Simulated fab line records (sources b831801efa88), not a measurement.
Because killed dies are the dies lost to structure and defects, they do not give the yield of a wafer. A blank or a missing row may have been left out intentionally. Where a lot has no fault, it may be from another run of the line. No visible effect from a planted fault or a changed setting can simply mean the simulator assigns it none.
fab line records ; flow sfqLine
record lots=5; wafers=23
route steps=325 shown M6@259 I6@270 M7@282 M8@320
startH: hours from the record's opening day to when the first of the lot's shown wafers began ; waitH: hours elapsed since this lot's preceding step ; " repeats the value in the row above ; L1.1+2: one row covering several wafers at once ; - no value present, or no start provided ; * or withheld: withheld ; < > ~ a bound
route shown NAME@n: NAME is a module with steps in the file, n the number in the route of the first one ; usual: mean and standard deviation over wafers with no fault ; same: alike in all rows ; chamber/n: place in a boat ; sites: each site's reading ; _std_site: the values' standard deviation ; _edge_site: mean of outer sites minus mean of inner sites ; radiusMm: for every site, how far away it sits from the centre of the wafer ; mask NAME#n: copy n ; behind: tool/chamber where the wafer was last shaped ; hold: the reason the lot was held/the length of the hold in hours/how it ended ; device: the transistor (n, p or np) that didn't switch ; end of line: at the end of the route, the tests of the same wafers ; a step without rows: its recipe alone ; killed: not the wafer's yield, but the dies lost to structure and defects at the first sort ; map: the dies of a wafer, with x for killed, . for not killed, _ for no die there
set.NAME: the setting as run; set.NAME@STEP: as run at that earlier step ; model.NAME: the simulator's own value behind a step, which no gauge read
lots with deliberately changed settings; one table per step, one row per wafer
## steps
# step SFQ_TRILAYER_M6_LITHO_PEB_162
# recipe pebTempC=115; pebTimeS=60; resist=KrF
lot.wafer;tool;chamber;startH;waitH;set.pebTempC
L077.1+2;lithoTrack-03;0;1625.59;1.0;118.2
L077.3+4+6;lithoTrack-03;0;1625.59;1.0;115
L078.1+2;lithoTrack-03;0;1626.79;1.0;115
L078.3+5+6;lithoTrack-03;0;1626.79;1.0;118.2
L079.1+4+6;lithoTrack-04;0;-;-;115
L079.2+3;lithoTrack-04;0;-;-;117.8
L082.1+3+4;lithoTrack-02;0;1655.52;1.0;115
L082.5+6;lithoTrack-02;0;1655.52;1.0;111.7
L084.1+4+5;lithoTrack-03;0;1664.37;1.0;115
# step SFQ_TRILAYER_M6_LITHO_DEVELOP_161
# recipe timeS=60; resist=KrF
# step SFQ_TRILAYER_M6_BARC_OPEN_METAL_ETCH_206
# recipe maskMaterial=PR; chemistry=O2; targetDepthNm=125; target=BARC; icpW=600; biasW=77.63; pressureMtorr=10; timeS=41.7
lot.wafer;tool;chamber;startH;waitH;set.pebTempC@TRILAYER_M6_LITHO_PEB_162;model.M6.cdNm
L077.1;rieMetal-03;0;1625.93;0.0;118.2;448.3
L077.2;rieMetal-03;1;1625.93;0.0;118.2;449.6
L077.3;rieMetal-03;0;1625.93;0.0;115;499.9
L077.4+6;rieMetal-03;1;1625.93;0.0;115;499.8
L078.1;rieMetal-01;0;1627.13;0.0;115;498.5
L078.2;rieMetal-01;1;1627.13;0.0;115;498.4
L078.3;rieMetal-01;0;1627.13;0.0;118.2;447.8
L078.5;rieMetal-01;1;1627.13;0.0;118.2;448
L078.6;rieMetal-01;0;1627.13;0.0;118.2;447.9
L079.1;rieMetal-02;1;1653.62;0.0;115;498.9
L079.2;rieMetal-02;0;1653.62;0.0;117.8;456.6
L079.3;rieMetal-02;1;1653.62;0.0;117.8;453.8
L079.4;rieMetal-02;0;1653.62;0.0;115;501.8
L079.6;rieMetal-02;1;1653.62;0.0;115;499.1
L082.1;rieMetal-02;0;1655.85;0.0;115;502.1
L082.3;rieMetal-02;1;1655.85;0.0;115;498.2
L082.4;rieMetal-02;0;1655.85;0.0;115;502.2
L082.5;rieMetal-02;1;1655.85;0.0;111.7;566
L082.6;rieMetal-02;0;1655.85;0.0;111.7;570
L084.1;rieMetal-01;1;1664.70;0.0;115;500.6
L084.4;rieMetal-01;1;1664.70;0.0;115;501.3
L084.5;rieMetal-01;1;1664.70;0.0;115;499.9
# step SFQ_TRILAYER_M6_ETCH_METAL_ETCH_162
# recipe target=Nb; stopOn=SiO2; maskMaterial=PR; chemistry=Cl2/Ar; targetDepthNm=240; icpW=600; biasW=80; pressureMtorr=10; timeS=120
# usual oesProductAu=0.897/0.0067
lot.wafer;tool;chamber;startH;waitH;set.timeS@TRILAYER_M6_DEP_SPUTTER_157;oesProductAu
L077.1;rieMetal-03;0;1625.99;0.0;133.3;0.898
L077.2;rieMetal-03;1;1625.99;0.0;133.3;0.898
L077.3;rieMetal-03;0;1625.99;0.0;133.3;0.899
L077.4;rieMetal-03;1;1625.99;0.0;133.3;0.893
L077.6;rieMetal-03;1;1625.99;0.0;133.3;0.903
L078.1;rieMetal-01;0;1627.21;0.1;133.3;0.892
L078.2;rieMetal-01;1;1627.21;0.1;127.1;0.867
L078.3;rieMetal-01;0;1627.21;0.1;127.1;0.867
L078.5;rieMetal-01;1;1627.21;0.1;127.1;0.872
L078.6;rieMetal-01;0;1627.21;0.1;133.3;0.899
L079.1;rieMetal-02;1;1653.68;0.0;133.3;0.898
L079.2;rieMetal-02;0;1653.68;0.0;146.4;0.946
L079.3;rieMetal-02;1;1653.68;0.0;146.4;0.955
L079.4;rieMetal-02;0;1653.68;0.0;146.4;0.938
L079.6;rieMetal-02;1;1653.68;0.0;133.3;0.889
L082.1;rieMetal-02;0;1655.91;0.0;133.3;0.913
L082.3;rieMetal-02;1;1655.91;0.0;141.5;0.929
L082.4;rieMetal-02;0;1655.91;0.0;133.3;0.902
L082.5;rieMetal-02;1;1655.91;0.0;141.5;0.941
L082.6;rieMetal-02;0;1655.91;0.0;141.5;0.930
L084.1;rieMetal-01;1;1664.82;0.1;133.3;0.899
L084.4;rieMetal-01;1;1664.82;0.1;133.3;0.893
L084.5;rieMetal-01;1;1664.82;0.1;133.3;0.891
# step SFQ_TRILAYER_I6_VIA_LITHO_COAT_174
# recipe resist=BARC; spinRpm=3000; resistThkNm=62
lot.wafer;tool;chamber;startH;waitH;set.resistThkNm;model.BARC_of_TRILAYER_I6_VIA_LITHO_COAT_174.thkNm
L077.1;lithoTrack-01;0;1631.93;1.0;62;62.13
L077.2;lithoTrack-01;0;1631.93;1.0;62;62.03
L077.3;lithoTrack-01;0;1631.93;1.0;59.09;59.27
L077.4;lithoTrack-01;0;1631.93;1.0;62;62.12
L077.6;lithoTrack-01;0;1631.93;1.0;59.09;59.18
L078.1;lithoTrack-04;0;1636.12;1.0;60.44;60.37
L078.2;lithoTrack-04;0;1636.12;1.0;60.44;60.14
L078.3;lithoTrack-04;0;1636.12;1.0;62;61.91
L078.5;lithoTrack-04;0;1636.12;1.0;62;61.85
L078.6;lithoTrack-04;0;1636.12;1.0;60.44;60.4
L079.1;lithoTrack-02;0;1658.98;1.0;62;61.77
L079.2;lithoTrack-02;0;1658.98;1.0;62;62.02
L079.3;lithoTrack-02;0;1658.98;1.0;62;61.9
L079.4;lithoTrack-02;0;1658.98;1.0;62;61.81
L079.6;lithoTrack-02;0;1658.98;1.0;62;61.84
L082.1;lithoTrack-02;0;1661.98;1.0;64.73;65.11
L082.3;lithoTrack-02;0;1661.98;1.0;64.73;65.02
L082.4;lithoTrack-02;0;1661.98;1.0;62;62.29
L082.5;lithoTrack-02;0;1661.98;1.0;62;62.22
L082.6;lithoTrack-02;0;1661.98;1.0;64.73;64.95
L084.1;lithoTrack-04;0;1673.98;1.0;62;61.99
L084.4;lithoTrack-04;0;1673.98;1.0;62;61.83
L084.5;lithoTrack-04;0;1673.98;1.0;62;61.95
# step SFQ_TRILAYER_M7_DEP_SPUTTER_175
# recipe material=Nb; basePressurePa=1.33e-06; chamberPressurePa=0.1333; substrateTempC=20; targetThkNm=200; powerW=2000; timeS=133.3
lot.wafer;tool;chamber;startH;waitH;set.timeS;model.Nb_of_TRILAYER_M7_DEP_SPUTTER_175.thkNm
L077.1;pvdSputter-06;-;1748.34;0.0;133.3;202.8
L077.2;pvdSputter-06;-;1748.34;0.0;133.3;202
L077.3;pvdSputter-06;-;1748.34;0.0;133.3;201.7
L077.4;pvdSputter-06;-;1748.34;0.0;133.3;200.4
L077.6;pvdSputter-06;-;1748.34;0.0;133.3;202.9
L078.1;pvdSputter-03;-;1751.94;0.0;126.1;186.7
L078.2;pvdSputter-03;-;1751.94;0.0;126.1;190
L078.3;pvdSputter-03;-;1751.94;0.0;126.1;190.3
L078.5;pvdSputter-03;-;1751.94;0.0;133.3;201.5
L078.6;pvdSputter-03;-;1751.94;0.0;133.3;200.5
L079.1;pvdSputter-06;-;1770.00;0.0;133.3;201.8
L079.2;pvdSputter-06;-;1770.00;0.0;133.3;204.1
L079.3;pvdSputter-06;-;1770.00;0.0;133.3;201.2
L079.4;pvdSputter-06;-;1770.00;0.0;133.3;203.2
L079.6;pvdSputter-06;-;1770.00;0.0;133.3;202.2
L082.1;pvdSputter-03;-;1773.60;0.0;144.6;220.4
L082.3;pvdSputter-03;-;1773.60;0.0;133.3;200.9
L082.4;pvdSputter-03;-;1773.60;0.0;133.3;200.7
L082.5;pvdSputter-03;-;1773.60;0.0;133.3;201.8
L082.6;pvdSputter-03;-;1773.60;0.0;144.6;220.9
L084.1;pvdSputter-06;-;1781.33;0.0;133.3;199.4
L084.4;pvdSputter-06;-;1781.33;0.0;133.3;199
L084.5;pvdSputter-06;-;1781.33;0.0;133.3;200.4
# step SFQ_M7_RS_MEAS_943
# recipe thkMeasGauge=four-point-probe; reads=Nb_of_TRILAYER_M7_DEP_SPUTTER_175
# usual M7_NB_RS=0.886/0.0089
lot.wafer;tool;chamber;startH;waitH;set.timeS@TRILAYER_M7_DEP_SPUTTER_175;M7_NB_RS[ohm/sq]
L077.1;filmMetro-04;-;1748.43;0.0;133.3;0.876
L077.2;filmMetro-04;-;1748.43;0.0;133.3;0.878
L077.3;filmMetro-04;-;1748.43;0.0;133.3;0.882
L077.4;filmMetro-04;-;1748.43;0.0;133.3;0.888
L077.6;filmMetro-04;-;1748.43;0.0;133.3;0.875
L078.1;filmMetro-04;-;1752.03;0.0;126.1;0.952
L078.2;filmMetro-04;-;1752.03;0.0;126.1;0.936
L078.3;filmMetro-04;-;1752.03;0.0;126.1;0.933
L078.5;filmMetro-04;-;1752.03;0.0;133.3;0.883
L078.6;filmMetro-04;-;1752.03;0.0;133.3;0.886
L079.1;filmMetro-04;-;1770.09;0.0;133.3;0.880
L079.2;filmMetro-04;-;1770.09;0.0;133.3;0.871
L079.3;filmMetro-04;-;1770.09;0.0;133.3;0.884
L079.4;filmMetro-04;-;1770.09;0.0;133.3;0.873
L079.6;filmMetro-04;-;1770.09;0.0;133.3;0.878
L082.1;filmMetro-02;-;1773.69;0.0;144.6;0.807
L082.3;filmMetro-02;-;1773.69;0.0;133.3;0.890
L082.4;filmMetro-02;-;1773.69;0.0;133.3;0.889
L082.5;filmMetro-02;-;1773.69;0.0;133.3;0.884
L082.6;filmMetro-02;-;1773.69;0.0;144.6;0.808
L084.1;filmMetro-01;-;1781.42;0.0;133.3;0.895
L084.4;filmMetro-01;-;1781.42;0.0;133.3;0.894
L084.5;filmMetro-01;-;1781.42;0.0;133.3;0.890
# step SFQ_TRILAYER_M7_ETCH_METAL_ETCH_180
# recipe target=Nb; stopOn=SiO2; maskMaterial=PR; chemistry=Cl2/Ar; targetDepthNm=240; icpW=600; biasW=80; pressureMtorr=10; timeS=120
# usual oesProductAu=0.896/0.0066
lot.wafer;tool;chamber;startH;waitH;set.biasW;set.timeS@TRILAYER_M7_DEP_SPUTTER_175;oesProductAu
L077.1;rieMetal-02;0;1839.23;0.0;88.71;133.3;0.905
L077.2;rieMetal-02;1;1839.23;0.0;88.71;133.3;0.899
L077.3;rieMetal-02;0;1839.23;0.0;80;133.3;0.899
L077.4;rieMetal-02;1;1839.23;0.0;80;133.3;0.900
L077.6;rieMetal-02;1;1839.23;0.0;88.71;133.3;0.910
L078.1;rieMetal-03;0;1842.83;0.0;74.88;126.1;0.861
L078.2;rieMetal-03;1;1842.83;0.0;80;126.1;0.868
L078.3;rieMetal-03;0;1842.83;0.0;74.88;126.1;0.871
L078.5;rieMetal-03;1;1842.83;0.0;80;133.3;0.897
L078.6;rieMetal-03;0;1842.83;0.0;74.88;133.3;0.899
L079.1;rieMetal-02;1;1857.65;0.0;72.75;133.3;0.905
L079.2;rieMetal-02;0;1857.65;0.0;72.75;133.3;0.903
L079.3;rieMetal-02;0;1857.65;0.0;80;133.3;0.897
L079.4;rieMetal-02;1;1857.65;0.0;80;133.3;0.896
L079.6;rieMetal-02;1;1857.65;0.0;80;133.3;0.904
L082.1;rieMetal-04;1;1861.25;0.0;80;144.6;0.946
L082.3;rieMetal-04;0;1861.25;0.0;80;133.3;0.900
L082.4;rieMetal-04;1;1861.25;0.0;84.73;133.3;0.900
L082.5;rieMetal-04;1;1861.25;0.0;84.73;133.3;0.902
L082.6;rieMetal-04;0;1861.25;0.0;84.73;144.6;0.947
L084.1;rieMetal-04;0;1873.25;0.0;80;133.3;0.894
L084.4;rieMetal-04;0;1873.25;0.0;80;133.3;0.887
L084.5;rieMetal-04;0;1873.25;0.0;80;133.3;0.890
# step SFQ_TRILAYER_M8_DEP_EVAP_198
# recipe material=Pt; angularSpreadDeg=1; targetThkNm=50; timeS=250; powerW=2000
lot.wafer;tool;chamber;startH;waitH;set.timeS;model.Pt_of_TRILAYER_M8_DEP_EVAP_198.thkNm
L077.1;pvdSputter-02;-;2019.49;0.0;236;47.1
L077.2;pvdSputter-02;-;2019.49;0.0;236;47.17
L077.3;pvdSputter-02;-;2019.49;0.0;250;50.19
L077.4;pvdSputter-02;-;2019.49;0.0;236;47.25
L077.6;pvdSputter-02;-;2019.49;0.0;250;49.9
L078.1;pvdSputter-01;-;2020.69;0.0;229.2;46.68
L078.2;pvdSputter-01;-;2020.69;0.0;229.2;46.61
L078.3;pvdSputter-01;-;2020.69;0.0;250;50.05
L078.5;pvdSputter-01;-;2020.69;0.0;250;50.11
L078.6;pvdSputter-01;-;2020.69;0.0;229.2;46.45
L079.1;pvdSputter-01;-;2037.70;0.0;250;50.55
L079.2;pvdSputter-01;-;2037.70;0.0;250;50.66
L079.3;pvdSputter-01;-;2037.70;0.0;250;50.38
L079.4;pvdSputter-01;-;2037.70;0.0;250;49.84
L079.6;pvdSputter-01;-;2037.70;0.0;250;50.27
L082.1;pvdSputter-02;-;2043.70;0.0;230.5;45.58
L082.3;pvdSputter-02;-;2043.70;0.0;230.5;47.02
L082.4;pvdSputter-02;-;2043.70;0.0;250;49.91
L082.5;pvdSputter-02;-;2043.70;0.0;250;51.04
L082.6;pvdSputter-02;-;2043.70;0.0;230.5;46.07
L084.1;pvdSputter-01;-;2084.62;0.0;250;50.38
L084.4;pvdSputter-01;-;2084.62;0.0;250;50.78
L084.5;pvdSputter-01;-;2084.62;0.0;250;50.49
## key
split step=SFQ_TRILAYER_M6_LITHO_PEB_162; setting=pebTempC; stated=115; by=wafer
response step=SFQ_TRILAYER_M6_BARC_OPEN_METAL_ETCH_206; reading=model.M6.cdNm; change=-19.7; per=1%; r=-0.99
split step=SFQ_TRILAYER_I6_VIA_LITHO_COAT_174; setting=resistThkNm; stated=62; by=wafer
response step=SFQ_TRILAYER_I6_VIA_LITHO_COAT_174; reading=model.BARC_of_TRILAYER_I6_VIA_LITHO_COAT_174.thkNm; change=+0.621; per=1%; r=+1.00
split step=SFQ_TRILAYER_M7_DEP_SPUTTER_175; setting=timeS; stated=133.3; by=wafer
response step=SFQ_TRILAYER_M7_DEP_SPUTTER_175; reading=model.Nb_of_TRILAYER_M7_DEP_SPUTTER_175.thkNm; change=+2.28; per=1%; r=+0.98
response step=SFQ_M7_RS_MEAS_943; reading=M7_NB_RS; change=-0.00967; per=1%; r=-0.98
response step=SFQ_TRILAYER_M7_ETCH_METAL_ETCH_180; reading=oesProductAu; change=+0.00552; per=1%; r=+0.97
split step=SFQ_TRILAYER_M7_ETCH_METAL_ETCH_180; setting=biasW; stated=80; by=wafer
response none clear
split step=SFQ_TRILAYER_M8_DEP_EVAP_198; setting=timeS; stated=250; by=wafer
response step=SFQ_TRILAYER_M8_DEP_EVAP_198; reading=model.Pt_of_TRILAYER_M8_DEP_EVAP_198.thkNm; change=+0.485; per=1%; r=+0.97
split outsideThisFile step=SFQ_TRILAYER_M6_DEP_SPUTTER_157 setting=timeS
# split outsideThisFile: this setting was split too, and the file shows its column; the key of that split is in another file
